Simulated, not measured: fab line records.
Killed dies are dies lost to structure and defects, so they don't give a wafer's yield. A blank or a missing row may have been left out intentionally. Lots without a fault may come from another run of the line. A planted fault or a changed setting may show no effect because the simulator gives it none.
fab line records	flow sky130
record lots=10	wafers=30	lastDay=50
route steps=708 shown VT_ADJUST_HVTP@92 VT_ADJUST_NCORE@127 CAPM@539
lots untouched by any fault: they come from a run of this same line in which no faults occurred
startH: hours from the record's first day to the start of the lot's first wafer shown	waitH: hours elapsed since this lot's preceding step	" the same as in the row above	L1.1+2: a single row standing in for several wafers	- no value, or no start was given	* or withheld: withheld	< > ~ a bound
route shown NAME@n: names a module that has steps shown in the file, with the first one's number in the route	usual: mean/standard deviation of fault-free wafers	same: alike in all rows	chamber/n: place in a boat	sites: readings site by site	_std_site: the values' standard deviation	_edge_site: mean of outer sites minus mean of inner sites	radiusMm: for every site, how far away it sits from the centre of the wafer	mask NAME#n: copy n	behind: the last tool/chamber to shape the wafer	hold: the reason the lot was held/the length of the hold in hours/how it ended	device: which transistor (n, p or np) failed to switch	end of line: the same wafers' tests at the end of the route	step lacking rows: just its recipe	killed: not the wafer's yield, but the dies lost to structure and defects at the first sort	map: per-die view of a wafer (x killed, . not killed, _ where there is no die)
set.NAME: the setting as run; set.NAME@STEP: as run at that earlier step	model.NAME: the simulator's own value behind a step, which no gauge read
the route's steps for a sample of lots (tables are steps, rows are wafers)
services: when a tool's chamber went out of use (startH, in hours from the record's first day, below 0 if earlier), for how many hours, and the reason
## steps
# step SKY_VT_ADJUST_HVTP_CD_MEAS_07
# recipe targetCdNm=380
# usual cdNm=380.2/2.5
lot.wafer	tool	chamber	startH	waitH	cdNm
L705.3	cdSem-02	-	120.04	0.1	380.2
L705.4	"	-	"	"	378.0
L705.5	"	-	"	"	381.4
L710.1	cdSem-02	-	152.33	0.1	383.0
L710.4	"	-	"	"	382.8
L710.6	"	-	"	"	379.9
L711.1	cdSem-02	-	157.90	0.1	380.0
L711.3	"	-	"	"	379.4
L711.5	"	-	"	"	382.8
L712.2	cdSem-02	-	162.34	0.1	382.1
L712.3	"	-	"	"	381.0
L712.6	"	-	"	"	382.2
L713.2	cdSem-02	-	167.35	0.1	375.8
L713.4	"	-	"	"	378.6
L713.6	"	-	"	"	374.9
L715.2	cdSem-02	-	183.12	0.1	382.7
L715.3	"	-	"	"	384.0
L715.5	"	-	"	"	386.1
L716.1	cdSem-01	-	184.42	0.1	384.0
L716.3	"	-	"	"	384.3
L716.6	"	-	"	"	383.3
L719.1	cdSem-01	-	204.47	0.1	381.9
L719.2	"	-	"	"	381.5
L719.5	"	-	"	"	379.5
L725.2	cdSem-02	-	243.82	0.1	378.9
L725.4	"	-	"	"	379.3
L725.6	"	-	"	"	377.8
L728.2	cdSem-01	-	257.59	0.1	381.2
L728.3	"	-	"	"	377.7
L728.5	"	-	"	"	381.6
# step SKY_VT_ADJUST_NCORE_OVL_MEAS_08
# usual VT_ADJUST_NCORE_OVL=-0.2/1.4
lot.wafer	tool	chamber	startH	waitH	VT_ADJUST_NCORE_OVL[nm]
L705.3	overlay-02	-	178.16	0.1	2.3
L705.4	"	-	"	"	0.0
L705.5	"	-	"	"	0.4
L710.1	overlay-02	-	211.59	0.1	-0.3
L710.4	"	-	"	"	-1.8
L710.6	"	-	"	"	-1.3
L711.1	overlay-01	-	217.05	0.1	2.0
L711.3	"	-	"	"	0.4
L711.5	"	-	"	"	2.2
L712.2	overlay-02	-	222.94	0.1	0.8
L712.3	"	-	"	"	-1.3
L712.6	"	-	"	"	0.5
L713.2	overlay-02	-	227.44	0.1	0.2
L713.4	"	-	"	"	-0.4
L713.6	"	-	"	"	-1.4
L715.2	overlay-02	-	247.19	0.1	-0.5
L715.3	"	-	"	"	-0.6
L715.5	"	-	"	"	-2.0
L716.1	overlay-02	-	247.84	0.1	-1.3
L716.3	"	-	"	"	-2.3
L716.6	"	-	"	"	-2.4
L719.1	overlay-01	-	270.54	0.1	0.9
L719.2	"	-	"	"	2.1
L719.5	"	-	"	"	0.2
L725.2	overlay-02	-	314.89	0.1	0.0
L725.4	"	-	"	"	0.5
L725.6	"	-	"	"	-0.1
L728.2	overlay-02	-	329.84	0.1	-1.3
L728.3	"	-	"	"	-0.4
L728.5	"	-	"	"	0.0
# step SKY_VT_ADJUST_NCORE_STRIP_10
# recipe chemistry=O2/N2	powerW=1400	pressureMtorr=1500	platenTempC=withheld	o2FlowSccm=3000	n2FlowSccm=300	overashFraction=0.5
# usual drypumpMotorCurrentA=5.7/0.53	oesProductAu=0.715/0.0045	stripTimeToEndpointS=14.17/0.046
lot.wafer	tool	chamber	startH	waitH	drypumpMotorCurrentA	oesProductAu	rfHoursCounterH	stripTimeToEndpointS
L705.3	plasmaAsher-04	0	178.37	0.1	6.1	0.712	-	14.23
L705.4	"	1	"	"	5.2	0.716	-	14.19
L705.5	"	1	"	"	5.1	0.715	-	14.16
L710.1	plasmaAsher-04	0	211.78	0.1	6.1	0.712	55	14.20
L710.4	"	1	"	"	5.2	0.715	-	14.20
L710.6	"	0	"	"	6.1	0.707	-	14.19
L711.1	plasmaAsher-01	1	217.24	0.1	5.0	0.709	48	14.14
L711.3	"	1	"	"	5.0	0.714	-	14.21
L711.5	"	0	"	"	6.4	0.717	-	14.20
L712.2	plasmaAsher-01	0	223.12	0.1	6.4	0.713	49	14.21
L712.3	"	0	"	"	6.4	0.720	-	14.21
L712.6	"	1	"	"	5.0	0.717	-	14.16
L713.2	plasmaAsher-01	1	227.62	0.1	5.0	0.717	49	14.21
L713.4	"	0	"	"	6.4	0.717	-	14.25
L713.6	"	1	"	"	5.0	0.711	-	14.18
L715.2	plasmaAsher-04	0	247.37	0.1	6.1	0.712	58	14.14
L715.3	"	1	"	"	5.2	0.718	-	14.13
L715.5	"	0	"	"	6.1	0.724	-	14.14
L716.1	plasmaAsher-01	0	248.02	0.1	6.4	0.710	51	14.21
L716.3	"	1	"	"	5.0	0.712	-	14.21
L716.6	"	0	"	"	6.4	0.717	-	14.20
L719.1	plasmaAsher-04	0	270.73	0.1	6.1	0.719	60	14.13
L719.2	"	1	"	"	5.2	0.718	60	14.14
L719.5	"	0	"	"	6.1	0.707	-	14.14
L725.2	plasmaAsher-02	1	315.07	0.1	5.5	0.712	49	14.21
L725.4	"	1	"	"	5.4	0.716	-	14.18
L725.6	"	0	"	"	6.1	0.716	-	14.20
L728.2	plasmaAsher-04	1	330.02	0.1	5.2	0.711	66	14.21
L728.3	"	0	"	"	6.1	0.711	-	14.23
L728.5	"	0	"	"	6.1	0.711	-	14.21
# step SKY_CAPM_SPUTTER_02
# recipe material=TiN	targetThkNm=200	tempC=300	powerW=6500	timeS=166.7	chamberPressurePa=0.4
# usual throttleValvePct=29.5/1.4
lot.wafer	tool	chamber	startH	waitH	throttleValvePct
L705.3	pvdSputter-02	-	839.49	0.0	28.3
L705.4	"	-	"	"	28.4
L705.5	"	-	"	"	26.6
L710.1	pvdSputter-01	-	875.72	0.1	28.9
L710.4	"	-	"	"	29.0
L710.6	"	-	"	"	28.5
L711.1	pvdSputter-03	-	879.95	0.1	29.2
L711.3	"	-	"	"	31.3
L711.5	"	-	"	"	30.0
L712.2	pvdSputter-02	-	892.06	0.0	28.7
L712.3	"	-	"	"	26.9
L712.6	"	-	"	"	30.6
L713.2	pvdSputter-02	-	893.78	0.0	28.5
L713.4	"	-	"	"	26.6
L713.6	"	-	"	"	30.5
L715.2	pvdSputter-03	-	914.05	0.0	29.8
L715.3	"	-	"	"	28.8
L715.5	"	-	"	"	29.8
L716.1	pvdSputter-01	-	918.64	0.1	29.0
L716.3	"	-	"	"	31.9
L716.6	"	-	"	"	28.6
L719.1	pvdSputter-02	-	936.30	0.1	30.8
L719.2	"	-	"	"	30.4
L719.5	"	-	"	"	30.2
L725.2	pvdSputter-01	-	988.92	0.0	28.7
L725.4	"	-	"	"	28.7
L725.6	"	-	"	"	28.6
L728.2	pvdSputter-03	-	1004.52	0.0	30.1
L728.3	"	-	"	"	28.8
L728.5	"	-	"	"	28.9
# step SKY_CAPM_RS_MEAS_03
# recipe thkMeasGauge=four-point-probe	reads=TiN_of_CAPM_SPUTTER_02
# usual CAPM_TIN_RS=6.94/0.061
lot.wafer	tool	chamber	startH	waitH	CAPM_TIN_RS[ohm/sq]
L705.3	filmMetro-02	-	839.64	0.1	6.93
L705.4	"	-	"	"	6.94
L705.5	"	-	"	"	7.00
L710.1	filmMetro-01	-	875.83	0.1	6.99
L710.4	"	-	"	"	6.97
L710.6	"	-	"	"	6.99
L711.1	filmMetro-01	-	880.06	0.1	7.02
L711.3	"	-	"	"	6.97
L711.5	"	-	"	"	6.88
L712.2	filmMetro-04	-	892.19	0.1	6.87
L712.3	"	-	"	"	6.87
L712.6	"	-	"	"	6.81
L713.2	filmMetro-01	-	893.91	0.1	6.92
L713.4	"	-	"	"	6.96
L713.6	"	-	"	"	7.06
L715.2	filmMetro-02	-	914.18	0.1	6.90
L715.3	"	-	"	"	7.00
L715.5	"	-	"	"	6.93
L716.1	filmMetro-01	-	918.74	0.1	6.94
L716.3	"	-	"	"	6.94
L716.6	"	-	"	"	6.97
L719.1	filmMetro-04	-	936.41	0.1	8.43
L719.2	"	-	"	"	7.02
L719.5	"	-	"	"	8.69
L725.2	filmMetro-01	-	989.05	0.1	6.89
L725.4	"	-	"	"	6.93
L725.6	"	-	"	"	6.99
L728.2	filmMetro-02	-	1004.65	0.1	6.90
L728.3	"	-	"	"	6.97
L728.5	"	-	"	"	6.94
# step SKY_CAPM_THK_MEAS_04
# recipe thkMeasGauge=xrf	reads=TiN_of_CAPM_SPUTTER_02
# usual CAPM_TIN_THK=201.2/1.8
lot.wafer	tool	chamber	startH	waitH	CAPM_TIN_THK[nm]
L705.3	filmMetro-02	-	839.74	0.1	201.5
L705.4	"	-	"	"	199.9
L705.5	"	-	"	"	198.1
L710.1	filmMetro-01	-	875.95	0.1	200.5
L710.4	"	-	"	"	201.2
L710.6	"	-	"	"	199.5
L711.1	filmMetro-01	-	880.18	0.1	199.6
L711.3	"	-	"	"	201.0
L711.5	"	-	"	"	202.3
L712.2	filmMetro-04	-	892.30	0.1	204.0
L712.3	"	-	"	"	203.0
L712.6	"	-	"	"	206.0
L713.2	filmMetro-01	-	894.02	0.1	202.1
L713.4	"	-	"	"	200.0
L713.6	"	-	"	"	198.8
L715.2	filmMetro-02	-	914.29	0.1	201.7
L715.3	"	-	"	"	197.3
L715.5	"	-	"	"	201.1
L716.1	filmMetro-01	-	918.86	0.1	202.4
L716.3	"	-	"	"	202.0
L716.6	"	-	"	"	201.2
L719.1	filmMetro-04	-	936.53	0.1	166.2
L719.2	"	-	"	"	199.0
L719.5	"	-	"	"	161.6
L725.2	filmMetro-01	-	989.16	0.1	203.0
L725.4	"	-	"	"	201.5
L725.6	"	-	"	"	201.0
L728.2	filmMetro-02	-	1004.76	0.1	202.1
L728.3	"	-	"	"	199.6
L728.5	"	-	"	"	201.2
# step SKY_CAPM_METAL_ETCH_13
# recipe targetDepthNm=220	stopOn=SiO2	chemistry=Cl2/BCl3	target=TiN	pressureMtorr=10	icpW=900	biasW=48.5	Cl2_flow_sccm=60	bcl3FlowSccm=30	timeS=62.9
# usual drypumpMotorCurrentA=5.7/0.42	heBacksideLeakSccm=3.4/0.34	oesProductAu=0.939/0.0064	throttleValvePct=21.903/0.0093
# same timeS=62.9
lot.wafer	tool	chamber	startH	waitH	drypumpMotorCurrentA	heBacksideLeakSccm	oesProductAu	rfHoursCounterH	throttleValvePct
L705.3	rieMetal-03	1	865.88	0.0	5.4	3.5	0.939	-	21.904
L705.4	"	0	"	"	6.4	3.2	0.941	-	21.896
L705.5	"	1	"	"	5.4	3.5	0.932	-	21.909
L710.1	rieMetal-04	0	902.10	0.0	5.5	3.3	0.931	14	21.889
L710.4	"	0	"	"	5.5	3.3	0.934	-	21.915
L710.6	"	1	"	"	5.0	3.3	0.935	-	21.902
L711.1	rieMetal-02	1	906.16	0.0	6.2	3.5	0.932	13	21.913
L711.3	"	1	"	"	6.2	3.5	0.942	-	21.914
L711.5	"	0	"	"	5.7	3.4	0.942	-	21.896
L712.2	rieMetal-03	1	919.03	0.0	5.4	3.9	0.944	-	21.899
L712.3	"	1	"	"	5.4	3.7	0.951	-	21.899
L712.6	"	1	"	"	5.4	3.6	0.954	-	21.884
L713.2	rieMetal-02	0	919.82	0.0	5.7	3.4	0.938	11	21.890
L713.4	"	0	"	"	5.7	3.2	0.933	-	21.909
L713.6	"	0	"	"	5.7	3.5	0.934	-	21.908
L715.2	rieMetal-04	0	940.23	0.0	5.5	3.1	0.944	-	21.909
L715.3	"	0	"	"	5.5	3.2	0.928	-	21.896
L715.5	"	0	"	"	5.5	3.1	0.945	-	21.902
L716.1	rieMetal-03	1	944.95	0.0	5.4	3.8	0.938	17	21.911
L716.3	"	1	"	"	5.4	3.9	0.940	-	21.916
L716.6	"	0	"	"	6.4	3.1	0.945	-	21.929
L719.1	rieMetal-04	1	962.05	0.0	5.0	3.1	0.843	1	21.966
L719.2	"	0	"	"	5.5	3.2	0.933	19	21.906
L719.5	"	0	"	"	5.5	3.1	0.823	-	21.971
L725.2	rieMetal-03	0	1011.86	0.0	6.4	3.2	0.942	5	21.914
L725.4	"	0	"	"	6.4	3.2	0.952	-	21.893
L725.6	"	0	"	"	6.4	3.3	0.933	-	21.910
L728.2	rieMetal-04	0	1026.93	0.0	5.5	3.2	0.938	-	21.889
L728.3	"	0	"	"	5.5	3.2	0.936	-	21.920
L728.5	"	0	"	"	5.5	3.2	0.940	-	21.901
## services
tool	chamber	startH	hours	kind
plasmaAsher-01	-	177.14	4.3	pm
pvdSputter-02	-	185.99	0.9	repair
pvdSputter-02	-	214.36	12.1	repair
plasmaAsher-04	-	283.16	2.0	repair
rieMetal-04	-	290.29	2.8	pm
pvdSputter-02	-	356.77	0.6	repair
pvdSputter-02	-	386.93	8.8	repair
rieMetal-03	-	405.35	14.6	pm
plasmaAsher-04	-	421.25	9.0	pm
plasmaAsher-01	-	447.50	4.0	repair
rieMetal-04	-	457.14	15.6	pm
pvdSputter-02	-	459.07	4.7	repair
pvdSputter-02	-	461.01	9.0	repair
rieMetal-03	0	505.68	120.2	repair
plasmaAsher-04	-	507.15	6.7	repair
rieMetal-03	-	509.95	1.4	pm
rieMetal-03	1	551.24	26.3	repair
pvdSputter-02	-	679.99	4.8	repair
plasmaAsher-04	-	690.53	5.0	repair
plasmaAsher-01	-	733.75	9.0	pm
plasmaAsher-04	-	746.76	2.8	pm
rieMetal-04	-	772.48	0.7	repair
plasmaAsher-04	-	820.15	5.8	repair
rieMetal-04	1	854.78	7.0	repair
## key
firstSign step=SKY_CAPM_RS_MEAS_03	reading=CAPM_TIN_RS	direction=up	sigmas=26	usual=6.94	struck=8.56
effect step=SKY_CAPM_THK_MEAS_04	reading=CAPM_TIN_THK	direction=down	sigmas=20	usual=201.2	struck=163.9
effect step=SKY_CAPM_METAL_ETCH_13	reading=oesProductAu	direction=down	sigmas=17	usual=0.939	struck=0.833
metAt SKY_CAPM_SPUTTER_02
struckLots L719
struckWafers L719.1,L719.5
notActingAt SKY_VT_ADJUST_HVTP_CD_MEAS_07,SKY_VT_ADJUST_NCORE_OVL_MEAS_08,SKY_VT_ADJUST_NCORE_STRIP_10
onsetBetween 893.78 936.30
fault kind=processParameterDrift	tool=pvdSputter-02	chamber=-	onsetH=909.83	steps=SKY_CAPM_SPUTTER_02	channel=timeS	offset=*	shape=step	endH=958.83	scope=struckWafersOnly	actsIn=*	stated=*
